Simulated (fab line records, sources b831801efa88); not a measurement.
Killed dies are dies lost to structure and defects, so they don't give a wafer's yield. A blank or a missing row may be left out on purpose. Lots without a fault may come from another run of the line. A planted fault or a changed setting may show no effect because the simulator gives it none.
A struck lot beside a sound one | flow gf180mcu | 14 steps out of a route of 602
Sound: wafers L971.1, L971.2, L971.5. Struck: wafers L974.1, L974.2, L974.6. The cause comes at the end.
At each step with rows: each side's tool, then ch and its chambers, then its first start. Under that, the readings that differ: sound wafers | struck wafers | difference of the means | sigmas: that difference in standard deviations of wafers without a fault.
alike: readings whose means differ by less than 2 such deviations, and words and numbers that are the same on both sides. not compared: withheld readings, readings that some wafer has no value for, bounds like >300 that may hide the same value, and numbers for which the record gives no deviation and whose values overlap.
The two part at a step that has a row with sigmas, a row that says differs or no value, or rows on one side only. Numbers that don't overlap but have no deviation are shown without sigmas and don't part them. A reading that every wafer of one side lacks parts them only if that side has two wafers or more.

first, 3 steps without rows for these wafers: GF_MIM_EXPOSE_16 (exposes mask FuseTop, target cd 2000 nm); GF_MIM_PEB_17; GF_MIM_DEVELOP_18 (develop time 60 s).
GF_MIM_METAL_ETCH_19: etches the open film in Cl2/BCl3, stops on Si3N4, target depth 324.5 nm, time 54.1 s.
  sound on rie_metal-04 ch 0,1, day 30 00:35; struck on rie_metal-02 ch 0,1, day 31 04:22
  alike: drypump_motor_current_A, he_backside_leak_sccm, oes_product_au, throttle_valve_pct
  not compared: rf_hours_counter_h
GF_MIM_STRIP_20: strips in O2/N2.
  sound on plasma_asher-04 ch 0,1, day 30 00:39; struck on plasma_asher-04 ch 0,1, day 31 04:26
  alike: drypump_motor_current_A, heater_power_w, oes_product_au, strip_time_to_endpoint_s
  not compared: rf_hours_counter_h
then, 7 steps without rows for these wafers: GF_MIM_STRIP_21 (strips in post etch residue remover, time 1200 s); GF_MIM_CLEAN_22 (cleans in DIW); GF_M5_DEHYDRATE_00 (time 60 s); GF_M5_HMDS_01 (prime time 60 s); GF_M5_COAT_02 (resist thk 1000 nm); GF_M5_SOFTBAKE_03 (time 60 s); GF_M5_EXPOSE_04 (exposes mask Metal5, target cd 280 nm).
GF_M5_PEB_05: peb time 90 s.
  sound on litho_track-03 ch 0, day 30 19:01; struck on litho_track-03, day 31 22:10
  no value came back on the struck wafers for chill_plate_temp_C (C), exhaust_pa (Pa), peb_time_s (s), resist_line_temp_C (C); on the sound wafers chill_plate_temp_C (C) reads 22.75 23.04 22.88
then, 1 step without rows for these wafers: GF_M5_DEVELOP_06 (develop time 60 s).

WHERE THEY PART
Only at GF_M5_PEB_05, within this record.

WHY: what the simulator had put in
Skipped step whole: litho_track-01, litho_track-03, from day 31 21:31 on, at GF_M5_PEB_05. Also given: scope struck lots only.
